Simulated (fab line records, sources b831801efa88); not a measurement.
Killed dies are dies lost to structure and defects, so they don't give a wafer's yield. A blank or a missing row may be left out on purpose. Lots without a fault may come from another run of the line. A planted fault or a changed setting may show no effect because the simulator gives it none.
fab line records | flow gf180mcu
record lots=5 wafers=15 last_day=34
route steps=602 shown DUAL_GATE@144 POLY_GATE@157 HV_LDD@176
lots that met no fault: from a run of the same line without faults
start_h: hours from the record's first day to the start of the lot's first wafer shown | wait_h: hours since the lot's step before | " the same as in the row above | L1.1+2: a row that stands for several wafers | - no value, or no start given | * or withheld: withheld | < > ~ a bound
route shown NAME@n: a module of which the file shows steps, and the number in the route of the first | usual: mean/standard deviation of fault-free wafers | same: alike in all rows | chamber/n: place in a boat | sites: the reading at each site | _std_site: their standard deviation | _edge_site: outer sites' mean less inner sites' | radius_mm: how far each site lies from the wafer's centre | mask NAME#n: copy n | behind: the tool/chamber that last shaped the wafer | hold: why the lot was held/for how many hours/how that ended | device: the transistor (n, p or np) that didn't switch | end of line: the same wafers' tests at the end of the route | a step without rows: its recipe alone | killed: dies lost to structure and defects at the first sort, not the wafer's yield | map: a wafer's dies, x killed, . not, _ none there
set.NAME: the setting as run; set.NAME@STEP: as run at that earlier step | model.NAME: the simulator's own value behind a step, which no gauge read
lots at some steps of the route; a table a step, a row a wafer
services: from which hour (start_h, from the record's first day; less than 0 if before it) a tool's chamber was out of use, for how many hours, and why
## steps
# step GF_DUAL_GATE_THK_MEAS_03
# recipe reads=SiO2_of_DUAL_GATE_OXIDATION_02
# usual DUAL_GATE_OXIDATION_00_THK=10.91/0.21
# columns lot.wafer tool chamber start_h wait_h DUAL_GATE_OXIDATION_00_THK[nm]
L078.2 film_metro-02 - 185.56 0.0 11.14
L078.4 " - " " 10.92
L078.5 " - " " 10.94
L080.2 film_metro-02 - 200.93 0.0 11.07
L080.3 " - " " 11.10
L080.4 " - " " 11.27
L083.1 film_metro-04 - 224.98 0.0 10.88
L083.4 " - " " 10.75
L083.5 " - " " 10.78
L094.1 film_metro-02 - 298.22 0.0 10.70
L094.2 " - " " 10.44
L094.5 " - " " 10.60
L096.2 film_metro-01 - 310.00 0.0 10.55
L096.3 " - " " 10.74
L096.6 " - " " 10.70
# step GF_DUAL_GATE_DEHYDRATE_04
# recipe temp_c=200 time_s=60
# columns lot.wafer tool chamber start_h wait_h
L078.2+4+5 litho_track-01 0 193.26 7.7
L080.2+3+4 litho_track-03 0 209.64 8.7
L083.1+4+5 litho_track-03 0 233.16 8.2
L094.1+2+5 litho_track-01 0 307.63 9.4
L096.2+3+6 litho_track-02 0 319.54 9.5
# step GF_DUAL_GATE_HMDS_05
# recipe prime_time_s=60 prime_temp_c=120
# columns lot.wafer tool chamber start_h wait_h
L078.2+4+5 litho_track-01 0 193.41 0.1
L080.2+3+4 litho_track-03 0 209.79 0.1
L083.1+4+5 litho_track-03 0 233.31 0.1
L094.1+2+5 litho_track-01 0 307.78 0.1
L096.2+3+6 litho_track-02 0 319.69 0.1
# step GF_DUAL_GATE_COAT_06
# recipe resist=NOVOLAK spin_rpm=3000 resist_thk_nm=1000
# columns lot.wafer tool chamber start_h wait_h
L078.2+4+5 litho_track-01 0 193.56 0.1
L080.2+3+4 litho_track-03 0 209.94 0.1
L083.1+4+5 litho_track-03 0 233.46 0.1
L094.1+2+5 litho_track-01 0 307.93 0.1
L096.2+3+6 litho_track-02 0 319.84 0.1
# step GF_DUAL_GATE_SOFTBAKE_07
# recipe temp_c=90 time_s=60 resist=NOVOLAK
# columns lot.wafer tool chamber start_h wait_h
L078.2+4+5 litho_track-01 0 193.71 0.1
L080.2+3+4 litho_track-03 0 210.09 0.1
L083.1+4+5 litho_track-03 0 233.61 0.1
L094.1+2+5 litho_track-01 0 308.08 0.1
L096.2+3+6 litho_track-02 0 319.99 0.1
# step GF_DUAL_GATE_EXPOSE_08
# recipe mask_id=Dualgate target_cd_nm=700 na=0.6 source_shape=conventional sigma_outer=0.6 dose_mj=140
# columns lot.wafer tool chamber start_h wait_h mask
L078.2+4+5 iline_stepper-01 0 - - Dualgate#0
L080.2+3+4 iline_stepper-01 0 - - Dualgate#0
L083.1+4+5 iline_stepper-02 0 - - Dualgate#0
L094.1+2+5 iline_stepper-01 0 - - Dualgate#0
L096.2+3+6 iline_stepper-01 0 - - Dualgate#0
# step GF_DUAL_GATE_PEB_09
# recipe temp_c=withheld time_s=* resist=NOVOLAK
# columns lot.wafer tool chamber start_h wait_h
L078.2+4+5 litho_track-02 0 - -
L080.2+3+4 litho_track-01 0 - -
L083.1+4+5 litho_track-02 0 - -
L094.1+2+5 litho_track-03 0 - -
L096.2+3+6 litho_track-01 0 - -
# step GF_DUAL_GATE_DEVELOP_10
# recipe develop_time_s=60 dev_temp_c=23
# columns lot.wafer tool chamber start_h wait_h
L078.2+4+5 litho_track-02 0 202.19 0.1
L080.2+3+4 litho_track-01 0 219.06 0.1
L083.1+4+5 litho_track-02 0 242.71 0.1
L094.1+2+5 litho_track-03 0 318.56 0.1
L096.2+3+6 litho_track-01 0 330.21 0.1
# step GF_DUAL_GATE_OVL_MEAS_11
# usual DUAL_GATE_OVL=-0.5/1.5
# columns lot.wafer tool chamber start_h wait_h DUAL_GATE_OVL[nm]
L078.2 overlay-02 - 202.32 0.1 1.7
L078.4 " - " " 1.5
L078.5 " - " " 1.2
L080.2 overlay-01 - 219.19 0.1 0.5
L080.3 " - " " 1.6
L080.4 " - " " 0.7
L083.1 overlay-02 - 242.86 0.1 -1.5
L083.4 " - " " -2.0
L083.5 " - " " -2.1
L094.1 overlay-02 - 318.71 0.1 0.9
L094.2 " - " " -0.2
L094.5 " - " " 2.0
L096.2 overlay-01 - 330.34 0.1 0.1
L096.3 " - " " -1.6
L096.6 " - " " -1.3
# step GF_DUAL_GATE_WET_ETCH_12
# recipe chemistry=dHF target_depth_nm=13 dry=n2_spin target=SiO2 temp_c=25 dilution=100:1 time_s=260
# columns lot.wafer tool chamber start_h wait_h
L078.2+4+5 wet_bench-02 0 202.35 0.0
L080.2+3+4 wet_bench-04 0 219.22 0.0
L083.1+4+5 wet_bench-02 3 242.90 0.0
L094.1+2+5 wet_bench-04 3 318.74 0.0
L096.2+3+6 wet_bench-02 1 330.37 0.0
# step GF_DUAL_GATE_STRIP_13
# recipe chemistry=O2/N2 power_w=1400 pressure_mtorr=1500 platen_temp_c=250 o2_flow_sccm=3000 n2_flow_sccm=300 overash_fraction=0.5
# usual drypump_motor_current_A=5.81/0.23 heater_power_w=347/14 n2_flow_sccm=299.8/0.92 oes_product_au=0.716/0.0047 strip_time_to_endpoint_s=12.63/0.033
# columns lot.wafer tool chamber start_h wait_h drypump_motor_current_A heater_power_w n2_flow_sccm oes_product_au rf_hours_counter_h strip_time_to_endpoint_s
L078.2 plasma_asher-02 0 202.43 0.0 5.79 330 300.4 0.719 8 12.63
L078.4 " 0 " " 5.80 328 298.8 0.719 - 12.69
L078.5 " 0 " " 5.80 324 299.6 0.711 - 12.69
L080.2 plasma_asher-04 0 219.31 0.0 5.95 356 300.2 0.717 43 12.63
L080.3 " 1 " " 5.51 359 300.9 0.717 - 12.63
L080.4 " 0 " " 5.94 360 301.2 0.723 - 12.65
L083.1 plasma_asher-04 1 242.98 0.0 5.50 369 300.5 0.709 47 12.58
L083.4 " 1 " " 5.47 363 301.8 0.715 - 12.59
L083.5 " 1 " " 5.45 366 300.2 0.720 - 12.55
L094.1 plasma_asher-01 0 318.83 0.0 5.99 339 300.1 0.712 65 12.64
L094.2 " 1 " " 5.58 343 300.4 0.719 65 12.66
L094.5 " 0 " " 6.00 329 300.0 0.713 - 12.66
L096.2 plasma_asher-01 0 330.45 0.0 6.02 334 299.7 0.712 66 12.63
L096.3 " 0 " " 6.01 333 300.6 0.724 - 12.60
L096.6 " 1 " " 5.59 340 299.1 0.712 - 12.66
# step GF_DUAL_GATE_CLEAN_14
# recipe chemistry=SC1/SC2 mix=1:4:20 temp_c=70 time_s=150 dry=n2_spin
# columns lot.wafer tool chamber start_h wait_h
L078.2+4+5 wet_bench-04 3 202.53 0.1
L080.2+3+4 wet_bench-01 0 219.41 0.1
L083.1+4+5 wet_bench-01 1 243.08 0.1
L094.1+2+5 wet_bench-02 0 318.93 0.1
L096.2+3+6 wet_bench-01 2 330.55 0.1
# step GF_DUAL_GATE_OXIDATION_15
# recipe temp_c=850 ambient=O2 stabilise_s=600 purge_s=300 target_thk_a=70.98 ox_time_s=1995
# same purge_s=300
# columns lot.wafer tool chamber start_h wait_h
L078.2+4+5 furnace-02 0 202.58 0.0
L080.2+3+4 furnace-01 0 221.98 2.5
L083.1+4+5 furnace-02 0 243.95 0.8
L094.1+2+5 furnace-01 0 318.98 0.0
L096.2+3+6 furnace-02 0 331.51 0.9
# step GF_POLY_GATE_CVD_00
# recipe material=poly-Si target_thk_nm=200 temp_c=620 time_s=1200 pressure_mtorr=200
# columns lot.wafer tool chamber start_h wait_h
L078.2+4+5 lpcvd-02 0 204.14 0.0
L080.2+3+4 lpcvd-01 0 223.53 0.0
L083.1+4+5 lpcvd-02 0 245.50 0.0
L094.1+2+5 lpcvd-02 0 320.53 0.0
L096.2+3+6 lpcvd-02 0 333.07 0.0
# step GF_POLY_GATE_THK_MEAS_01
# recipe reads=poly-Si_of_POLY_GATE_CVD_00
# usual POLY_GATE_CVD_00_THK=200.7/1.8
# columns lot.wafer tool chamber start_h wait_h POLY_GATE_CVD_00_THK[nm]
L078.2 film_metro-01 - 205.49 0.0 201.3
L078.4 " - " " 199.3
L078.5 " - " " 199.9
L080.2 film_metro-02 - 224.88 0.0 199.3
L080.3 " - " " 200.4
L080.4 " - " " 201.7
L083.1 film_metro-03 - 246.83 0.0 201.4
L083.4 " - " " 202.7
L083.5 " - " " 203.7
L094.1 film_metro-03 - 321.86 0.0 199.9
L094.2 " - " " 200.9
L094.5 " - " " 198.2
L096.2 film_metro-02 - 334.41 0.0 199.9
L096.3 " - " " 200.8
L096.6 " - " " 199.7
# step GF_POLY_GATE_DEHYDRATE_02
# recipe temp_c=200 time_s=60
# columns lot.wafer tool chamber start_h wait_h
L078.2+4+5 litho_track-01 0 213.51 8.0
L080.2+3+4 litho_track-01 0 232.61 7.7
L083.1+4+5 litho_track-04 0 255.64 8.8
L094.1+2+5 litho_track-03 0 332.11 10.2
L096.2+3+6 litho_track-03 0 344.33 9.9
# step GF_POLY_GATE_HMDS_03
# recipe prime_time_s=60 prime_temp_c=120
# columns lot.wafer tool chamber start_h wait_h
L078.2+4+5 litho_track-01 0 213.66 0.1
L080.2+3+4 litho_track-01 0 232.76 0.1
L083.1+4+5 litho_track-04 0 255.79 0.1
L094.1+2+5 litho_track-03 0 332.26 0.1
L096.2+3+6 litho_track-03 0 344.48 0.1
# step GF_POLY_GATE_COAT_04
# recipe resist=BARC temp_c=withheld time_s=withheld spin_rpm=withheld resist_thk_nm=withheld
# columns lot.wafer tool chamber start_h wait_h
L078.2+4+5 litho_track-01 0 213.81 0.1
L080.2+3+4 litho_track-01 0 232.91 0.1
L083.1+4+5 litho_track-04 0 255.94 0.1
L094.1+2+5 litho_track-03 0 332.41 0.1
L096.2+3+6 litho_track-03 0 344.63 0.1
# step GF_POLY_GATE_COAT_05
# recipe resist=KrF spin_rpm=withheld resist_thk_nm=700
# columns lot.wafer tool chamber start_h wait_h
L078.2+4+5 litho_track-01 0 - -
L080.2+3+4 litho_track-01 0 - -
L083.1+4+5 litho_track-04 0 - -
L094.1+2+5 litho_track-03 0 - -
L096.2+3+6 litho_track-03 0 - -
# step GF_POLY_GATE_SOFTBAKE_06
# recipe temp_c=130 time_s=60 resist=KrF
# columns lot.wafer tool chamber start_h wait_h
L078.2+4+5 litho_track-01 0 - -
L080.2+3+4 litho_track-01 0 - -
L083.1+4+5 litho_track-04 0 - -
L094.1+2+5 litho_track-03 0 - -
L096.2+3+6 litho_track-03 0 - -
# step GF_POLY_GATE_EXPOSE_07
# recipe mask_id=Poly2 target_cd_nm=280 na=0.68 source_shape=conventional sigma_outer=0.6 dose_mj=28
# columns lot.wafer tool chamber start_h wait_h mask
L078.2+4+5 krf_scanner-02 0 - - Poly2#0
L080.2+3+4 krf_scanner-02 0 - - Poly2#0
L083.1+4+5 krf_scanner-01 0 - - Poly2#0
L094.1+2+5 krf_scanner-02 0 - - Poly2#0
L096.2+3+6 krf_scanner-01 0 - - Poly2#0
# step GF_POLY_GATE_PEB_08
# recipe peb_temp_c=135 peb_time_s=90 resist=KrF
# columns lot.wafer tool chamber start_h wait_h
L078.2+4+5 litho_track-04 0 - -
L080.2+3+4 litho_track-01 0 - -
L083.1+4+5 litho_track-04 0 - -
L094.1+2+5 litho_track-01 0 - -
L096.2+3+6 litho_track-01 0 - -
# step GF_POLY_GATE_DEVELOP_09
# recipe develop_time_s=60 resist=KrF dev_temp_c=21
# columns lot.wafer tool chamber start_h wait_h
L078.2+4+5 litho_track-04 0 223.01 0.2
L080.2+3+4 litho_track-01 0 242.16 0.2
L083.1+4+5 litho_track-04 0 265.59 0.2
L094.1+2+5 litho_track-01 0 343.33 0.2
L096.2+3+6 litho_track-01 0 355.96 0.2
# step GF_POLY_GATE_CD_MEAS_10
# recipe target_cd_nm=280
# usual cd_nm=280.0/1.2
# columns lot.wafer tool chamber start_h wait_h cd_nm
L078.2 cd_sem-02 - 223.27 0.2 278.7
L078.4 " - " " 279.9
L078.5 " - " " 280.2
L080.2 cd_sem-02 - 242.30 0.1 279.6
L080.3 " - " " 280.2
L080.4 " - " " 281.5
L083.1 cd_sem-02 - 265.74 0.1 280.5
L083.4 " - " " 282.0
L083.5 " - " " 282.0
L094.1 cd_sem-01 - 343.48 0.1 280.3
L094.2 " - " " 280.2
L094.5 " - " " 280.9
L096.2 cd_sem-01 - 356.10 0.1 281.4
L096.3 " - " " 280.4
L096.6 " - " " 280.3
# step GF_POLY_GATE_OVL_MEAS_11
# usual POLY_GATE_OVL=0/4.7
# columns lot.wafer tool chamber start_h wait_h POLY_GATE_OVL[nm]
L078.2 overlay-02 - 223.38 0.1 8
L078.4 " - " " -1
L078.5 " - " " 3
L080.2 overlay-02 - 242.41 0.1 7
L080.3 " - " " 0
L080.4 " - " " -1
L083.1 overlay-02 - 265.86 0.1 -2
L083.4 " - " " 5
L083.5 " - " " 2
L094.1 overlay-02 - 343.60 0.1 7
L094.2 " - " " 8
L094.5 " - " " -2
L096.2 overlay-02 - 356.21 0.1 0
L096.3 " - " " 7
L096.6 " - " " -3
# step GF_POLY_GATE_ETCH_12
# recipe chemistry=N2/H2 target_depth_a=withheld overetch_a=withheld time_s=withheld target=BARC ion_energy_ev=200 source_w=500 bias_w=100 pressure_mtorr=30 n2_flow_sccm=100 h2_flow_sccm=200
# usual drypump_motor_current_A=5.8/0.47 n2_flow_sccm=100.01/0.26 oes_product_au=0.736/0.0045 throttle_valve_pct=13.214/0.0082
# columns lot.wafer tool chamber start_h wait_h drypump_motor_current_A n2_flow_sccm oes_product_au throttle_valve_pct
L078.2 rie_diel-04 1 223.41 0.0 6.3 100.27 0.729 13.223
L078.4 " 2 " " 6.0 99.96 0.730 13.214
L078.5 " 2 " " 6.1 99.84 0.741 13.219
L080.2 rie_diel-01 0 242.44 0.0 5.6 100.00 0.739 13.201
L080.3 " 1 " " 6.3 99.95 0.737 13.211
L080.4 " 3 " " 5.4 100.21 0.736 13.204
L083.1 rie_diel-02 3 265.89 0.0 5.7 99.98 0.732 13.208
L083.4 " 0 " " 6.3 100.03 0.738 13.202
L083.5 " 0 " " 6.3 99.93 0.729 13.199
L094.1 rie_diel-04 0 343.64 0.0 6.0 99.87 0.733 13.228
L094.2 " 3 " " 6.2 100.22 0.741 13.215
L094.5 " 3 " " 6.2 99.88 0.731 13.204
L096.2 rie_diel-01 2 356.24 0.0 4.9 99.92 0.737 13.211
L096.3 " 1 " " 6.3 99.78 0.736 13.207
L096.6 " 0 " " 5.6 99.78 0.739 13.227
# step GF_POLY_GATE_ETCH_13
# recipe target=poly-Si target_depth_nm=198.5 stop_on=SiO2 over_etch_frac=0.403 chemistry=HBr/Cl2 icp_w=400 bias_w=100 pressure_mtorr=10 HBr_flow_sccm=150 Cl2_flow_sccm=50 time_s=69.6
# usual drypump_motor_current_A=5.8/0.4 he_backside_leak_sccm=2.8/0.38 oes_product_au=0.990/0.0077 throttle_valve_pct=33.682/0.0094
# columns lot.wafer tool chamber start_h wait_h drypump_motor_current_A he_backside_leak_sccm oes_product_au rf_hours_counter_h throttle_valve_pct
L078.2 rie_si-02 2 223.46 - 6.3 2.9 0.987 78 33.684
L078.4 " 0 " " 6.2 2.9 0.989 1 33.671
L078.5 " 0 " " 6.1 2.9 0.988 - 33.700
L080.2 rie_si-01 1 242.49 - 6.0 2.5 0.995 1 33.668
L080.3 " 3 " " 6.0 2.7 0.990 4 33.669
L080.4 " 2 " " 4.9 3.1 0.998 110 33.684
L083.1 rie_si-01 0 265.95 - 5.6 2.8 1.008 0 33.695
L083.4 " 3 " " 6.0 2.7 0.986 - 33.678
L083.5 " 1 " " 6.0 3.1 0.992 - 33.674
L094.1 rie_si-01 0 343.69 - 5.5 4.0 0.994 1 33.672
L094.2 " 2 " " 5.0 3.3 0.986 1 33.673
L094.5 " 3 " " 6.0 2.5 0.979 - 33.666
L096.2 rie_si-01 1 356.29 - 6.1 2.3 0.989 2 33.696
L096.3 " 3 " " 6.0 2.4 0.985 5 33.689
L096.6 " 0 " " 5.5 2.8 0.992 - 33.683
# step GF_POLY_GATE_STRIP_14
# recipe chemistry=O2/N2 power_w=1400 pressure_mtorr=1500 platen_temp_c=250 o2_flow_sccm=3000 n2_flow_sccm=300 overash_fraction=0.5
# usual drypump_motor_current_A=5.81/0.19 heater_power_w=338/11 n2_flow_sccm=300.1/0.99 oes_product_au=0.505/0.0054
# columns lot.wafer tool chamber start_h wait_h drypump_motor_current_A heater_power_w n2_flow_sccm oes_product_au rf_hours_counter_h
L078.2 plasma_asher-01 1 223.52 0.0 5.61 348 299.6 0.503 55
L078.4 " 1 " " 5.60 342 301.6 0.505 -
L078.5 " 1 " " 5.59 353 301.4 0.503 -
L080.2 plasma_asher-01 1 242.55 0.0 5.58 342 299.8 0.498 57
L080.3 " 0 " " 5.99 338 301.7 0.494 -
L080.4 " 1 " " 5.57 348 300.9 0.514 -
L083.1 plasma_asher-01 1 266.00 0.0 5.59 333 299.4 0.505 60
L083.4 " 0 " " 5.97 332 300.2 0.499 -
L083.5 " 1 " " 5.59 339 300.8 0.505 -
L094.1 plasma_asher-02 0 343.74 0.0 5.79 323 300.0 0.506 20
L094.2 " 1 " " 6.14 358 299.8 0.507 20
L094.5 " 0 " " 5.80 321 299.9 0.514 -
L096.2 plasma_asher-01 1 356.34 0.0 5.58 351 298.8 0.507 69
L096.3 " 1 " " 5.58 343 296.3 0.509 -
L096.6 " 1 " " 5.58 343 299.6 0.504 -
# step GF_POLY_GATE_CLEAN_15
# recipe chemistry=SC1/SC2 mix=1:4:20 temp_c=70 time_s=150 dry=n2_spin
# columns lot.wafer tool chamber start_h wait_h
L078.2+4+5 wet_bench-01 3 223.62 0.1
L080.2+3+4 wet_bench-03 2 242.65 0.1
L083.1+4+5 wet_bench-02 1 266.10 0.1
L094.1+2+5 wet_bench-01 2 343.84 0.1
L096.2+3+6 wet_bench-02 1 356.44 0.1
# step GF_POLY_GATE_OXIDATION_16
# recipe temp_c=850 ambient=O2 stabilise_s=600 purge_s=300 target_thk_a=40 ox_time_s=899
# same purge_s=300
# columns lot.wafer tool chamber start_h wait_h
L078.2+4+5 furnace-02 0 225.96 2.3
L080.2+3+4 furnace-02 0 242.70 0.0
L083.1+4+5 furnace-01 0 266.80 0.7
L094.1+2+5 furnace-02 0 343.89 0.0
L096.2+3+6 furnace-01 0 358.52 2.0
# step GF_POLY_GATE_THK_MEAS_17
# recipe reads=SiO2_of_POLY_GATE_OXIDATION_16
# usual POLY_GATE_OXIDATION_THK=4.01/0.083
# columns lot.wafer tool chamber start_h wait_h POLY_GATE_OXIDATION_THK[nm]
L078.2 film_metro-03 - 227.22 0.0 3.99
L078.4 " - " " 3.95
L078.5 " - " " 4.03
L080.2 film_metro-01 - 243.96 0.0 4.14
L080.3 " - " " 4.13
L080.4 " - " " 3.99
L083.1 film_metro-03 - 268.05 0.0 3.97
L083.4 " - " " 3.86
L083.5 " - " " 3.97
L094.1 film_metro-03 - 345.14 0.0 4.18
L094.2 " - " " 4.01
L094.5 " - " " 4.08
L096.2 film_metro-02 - 359.78 0.0 4.07
L096.3 " - " " 4.03
L096.6 " - " " 3.98
# step GF_POLY_GATE_CD_MEAS_18
# usual cd_nm=280.4/1.7
# columns lot.wafer tool chamber start_h wait_h cd_nm
L078.2 cd_sem-02 - 227.30 0.1 280.2
L078.4 " - " " 280.3
L078.5 " - " " 280.6
L080.2 cd_sem-02 - 244.03 0.1 279.8
L080.3 " - " " 279.2
L080.4 " - " " 279.5
L083.1 cd_sem-01 - 268.11 0.1 280.9
L083.4 " - " " 282.3
L083.5 " - " " 282.2
L094.1 cd_sem-02 - 345.20 0.1 282.8
L094.2 " - " " 281.6
L094.5 " - " " 279.8
L096.2 cd_sem-02 - 359.86 0.1 283.3
L096.3 " - " " 279.9
L096.6 " - " " 281.7
# step GF_HV_LDD_DEHYDRATE_00
# recipe temp_c=200 time_s=60
# columns lot.wafer tool chamber start_h wait_h
L078.2+4+5 litho_track-04 0 235.66 8.3
L080.2+3+4 litho_track-02 0 252.74 8.7
L083.1+4+5 litho_track-02 0 277.36 9.2
L094.1+2+5 litho_track-02 0 355.71 10.5
L096.2+3+6 litho_track-01 0 369.86 10.0
# step GF_HV_LDD_HMDS_01
# recipe prime_time_s=60 prime_temp_c=120
# columns lot.wafer tool chamber start_h wait_h
L078.2+4+5 litho_track-04 0 235.81 0.1
L080.2+3+4 litho_track-02 0 252.89 0.1
L083.1+4+5 litho_track-02 0 277.51 0.1
L094.1+2+5 litho_track-02 0 355.86 0.1
L096.2+3+6 litho_track-01 0 370.01 0.1
# step GF_HV_LDD_COAT_02
# recipe resist=NOVOLAK spin_rpm=3000 resist_thk_nm=1000
# columns lot.wafer tool chamber start_h wait_h
L078.2+4+5 litho_track-04 0 235.96 0.1
L080.2+3+4 litho_track-02 0 253.04 0.1
L083.1+4+5 litho_track-02 0 277.66 0.1
L094.1+2+5 litho_track-02 0 356.01 0.1
L096.2+3+6 litho_track-01 0 370.16 0.1
# step GF_HV_LDD_SOFTBAKE_03
# recipe temp_c=90 time_s=60 resist=NOVOLAK
# columns lot.wafer tool chamber start_h wait_h
L078.2+4+5 litho_track-04 0 236.11 0.1
L080.2+3+4 litho_track-02 0 253.19 0.1
L083.1+4+5 litho_track-02 0 277.81 0.1
L094.1+2+5 litho_track-02 0 356.16 0.1
L096.2+3+6 litho_track-01 0 370.31 0.1
# step GF_HV_LDD_EXPOSE_04
# recipe mask_id=Nplus_LV_AREA target_cd_nm=400 na=0.6 source_shape=conventional sigma_outer=0.6 dose_mj=140
# columns lot.wafer tool chamber start_h wait_h mask
L078.2+4+5 iline_stepper-01 0 - - Nplus_LV_AREA#0
L080.2+3+4 iline_stepper-02 0 - - Nplus_LV_AREA#0
L083.1+4+5 iline_stepper-01 0 - - Nplus_LV_AREA#0
L094.1+2+5 iline_stepper-01 0 - - Nplus_LV_AREA#0
L096.2+3+6 iline_stepper-02 0 - - Nplus_LV_AREA#0
# step GF_HV_LDD_PEB_05
# recipe temp_c=withheld time_s=* resist=NOVOLAK
# columns lot.wafer tool chamber start_h wait_h
L078.2+4+5 litho_track-04 0 - -
L080.2+3+4 litho_track-04 0 - -
L083.1+4+5 litho_track-04 0 - -
L094.1+2+5 litho_track-01 0 - -
L096.2+3+6 litho_track-02 0 - -
# step GF_HV_LDD_DEVELOP_06
# recipe develop_time_s=60 dev_temp_c=23
# columns lot.wafer tool chamber start_h wait_h
L078.2+4+5 litho_track-04 0 245.51 0.1
L080.2+3+4 litho_track-04 0 262.51 0.1
L083.1+4+5 litho_track-04 0 287.79 0.1
L094.1+2+5 litho_track-01 0 366.48 0.1
L096.2+3+6 litho_track-02 0 381.59 0.1
# step GF_HV_LDD_CD_MEAS_07
# recipe target_cd_nm=400
# usual cd_nm=399.9/2.4
# columns lot.wafer tool chamber start_h wait_h cd_nm
L078.2 cd_sem-01 - 245.66 0.1 402.5
L078.4 " - " " 399.9
L078.5 " - " " 399.6
L080.2 cd_sem-01 - 262.66 0.1 399.2
L080.3 " - " " 399.1
L080.4 " - " " 401.2
L083.1 cd_sem-02 - 287.94 0.1 400.3
L083.4 " - " " 400.6
L083.5 " - " " 403.0
L094.1 cd_sem-02 - 366.63 0.1 400.3
L094.2 " - " " 401.1
L094.5 " - " " 400.3
L096.2 cd_sem-02 - 381.73 0.1 398.0
L096.3 " - " " 400.3
L096.6 " - " " 397.7
# step GF_HV_LDD_OVL_MEAS_08
# usual HV_LDD_OVL=-0.6/1.2
# columns lot.wafer tool chamber start_h wait_h HV_LDD_OVL[nm]
L078.2 overlay-01 - 245.77 0.1 -0.3
L078.4 " - " " -0.3
L078.5 " - " " -0.1
L080.2 overlay-02 - 262.76 0.1 0.6
L080.3 " - " " 1.0
L080.4 " - " " 1.2
L083.1 overlay-01 - 288.06 0.1 -1.5
L083.4 " - " " -1.1
L083.5 " - " " -2.3
L094.1 overlay-02 - 366.75 0.1 0.2
L094.2 " - " " -0.8
L094.5 " - " " 0.6
L096.2 overlay-01 - 381.84 0.1 -1.0
L096.3 " - " " 1.3
L096.6 " - " " -2.9
# step GF_HV_LDD_IMPLANT_09
# recipe species=As energy_kev=40 dose_cm2=1e+14 tilt_deg=7
# same implant_ion_amu=75
# columns lot.wafer tool chamber start_h wait_h
L078.2+4+5 implanter-03 0 245.82 0.0
L080.2+3+4 implanter-01 0 262.82 0.0
L083.1+4+5 implanter-01 0 288.09 0.0
L094.1+2+5 implanter-01 0 366.79 0.0
L096.2+3+6 implanter-03 0 381.89 0.0
# step GF_HV_LDD_STRIP_10
# recipe chemistry=O2/N2 power_w=1400 pressure_mtorr=1500 platen_temp_c=250 o2_flow_sccm=3000 n2_flow_sccm=300 overash_fraction=0.5
# usual drypump_motor_current_A=5.80/0.23 heater_power_w=351/16 n2_flow_sccm=300.0/0.98 oes_product_au=0.716/0.0051 strip_time_to_endpoint_s=12.63/0.034
# columns lot.wafer tool chamber start_h wait_h drypump_motor_current_A heater_power_w n2_flow_sccm oes_product_au rf_hours_counter_h strip_time_to_endpoint_s
L078.2 plasma_asher-04 1 246.05 0.2 5.50 360 300.0 0.717 47 12.61
L078.4 " 0 " " 5.93 359 300.9 0.705 - 12.62
L078.5 " 0 " " 5.96 366 300.6 0.717 - 12.56
L080.2 plasma_asher-03 1 262.94 0.1 5.59 330 301.1 0.715 64 12.60
L080.3 " 1 " " 5.58 326 301.0 0.715 - 12.61
L080.4 " 0 " " 5.82 341 301.2 0.716 - 12.60
L083.1 plasma_asher-02 0 288.24 0.1 5.80 332 299.8 0.712 14 12.65
L083.4 " 1 " " 6.12 357 298.2 0.720 - 12.64
L083.5 " 1 " " 6.12 364 299.5 0.717 - 12.70
L094.1 plasma_asher-04 1 366.94 0.1 5.48 362 298.8 0.722 61 12.63
L094.2 " 0 " " 5.93 368 299.3 0.713 61 12.59
L094.5 " 1 " " 5.47 368 298.5 0.715 - 12.66
L096.2 plasma_asher-04 1 382.02 0.1 5.50 352 300.3 0.719 62 12.62
L096.3 " 0 " " 5.96 360 298.3 0.710 - 12.64
L096.6 " 0 " " 5.95 365 300.0 0.715 - 12.60
# step GF_HV_LDD_TW_MEAS_11
# usual HV_LDD_TW=2430/34
# columns lot.wafer tool chamber start_h wait_h HV_LDD_TW
L078.2 film_metro-04 - 246.16 0.1 2410
L078.4 " - " " 2400
L078.5 " - " " 2409
L080.2 film_metro-04 - 263.05 0.1 2396
L080.3 " - " " 2410
L080.4 " - " " 2400
L083.1 film_metro-03 - 288.34 0.1 2397
L083.4 " - " " 2399
L083.5 " - " " 2398
L094.1 film_metro-01 - 367.04 0.1 2452
L094.2 " - " " 2467
L094.5 " - " " 2461
L096.2 film_metro-01 - 382.13 0.1 2450
L096.3 " - " " 2456
L096.6 " - " " 2463
# step GF_HV_LDD_DEHYDRATE_12
# recipe temp_c=200 time_s=60
# columns lot.wafer tool chamber start_h wait_h
L078.2+4+5 litho_track-04 0 255.06 8.9
L080.2+3+4 litho_track-04 0 271.56 8.5
L083.1+4+5 litho_track-01 0 297.38 9.0
L094.1+2+5 litho_track-04 0 378.04 11.0
L096.2+3+6 litho_track-04 0 392.71 10.6
# step GF_HV_LDD_HMDS_13
# recipe prime_time_s=60 prime_temp_c=120
# columns lot.wafer tool chamber start_h wait_h
L078.2+4+5 litho_track-04 0 255.21 0.1
L080.2+3+4 litho_track-04 0 271.71 0.1
L083.1+4+5 litho_track-01 0 297.53 0.1
L094.1+2+5 litho_track-04 0 378.19 0.1
L096.2+3+6 litho_track-04 0 392.86 0.1
# step GF_HV_LDD_COAT_14
# recipe resist=NOVOLAK spin_rpm=3000 resist_thk_nm=1000
# columns lot.wafer tool chamber start_h wait_h
L078.2+4+5 litho_track-04 0 255.36 0.1
L080.2+3+4 litho_track-04 0 271.86 0.1
L083.1+4+5 litho_track-01 0 297.68 0.1
L094.1+2+5 litho_track-04 0 378.34 0.1
L096.2+3+6 litho_track-04 0 393.01 0.1
## services
# columns tool chamber start_h hours kind
lpcvd-02 - 185.54 6.0 pm
wet_bench-01 - 186.61 1.8 repair
krf_scanner-02 - 197.05 0.8 pm
krf_scanner-02 - 199.23 1.3 pm
plasma_asher-02 - 229.98 28.1 pm
furnace-01 - 240.62 3.1 pm
lpcvd-02 - 251.10 0.5 repair
furnace-02 - 251.71 3.4 pm
plasma_asher-01 - 260.75 1.5 repair
furnace-02 - 267.91 3.4 pm
wet_bench-01 - 276.38 2.8 repair
implanter-01 - 294.65 1.4 repair
krf_scanner-02 - 297.72 4.0 pm
iline_stepper-02 - 300.22 4.4 pm
furnace-01 - 307.92 6.9 pm
plasma_asher-01 - 310.41 4.3 repair
krf_scanner-02 - 317.63 1.0 pm
furnace-01 - 320.53 3.0 pm
iline_stepper-01 - 323.73 13.3 repair
rie_si-01 3 328.41 1.4 repair
iline_stepper-01 - 337.06 4.4 pm
rie_si-01 - 339.94 1.5 repair
iline_stepper-02 - 352.55 3.2 repair
iline_stepper-01 - 389.38 1.7 pm
## key
fault none
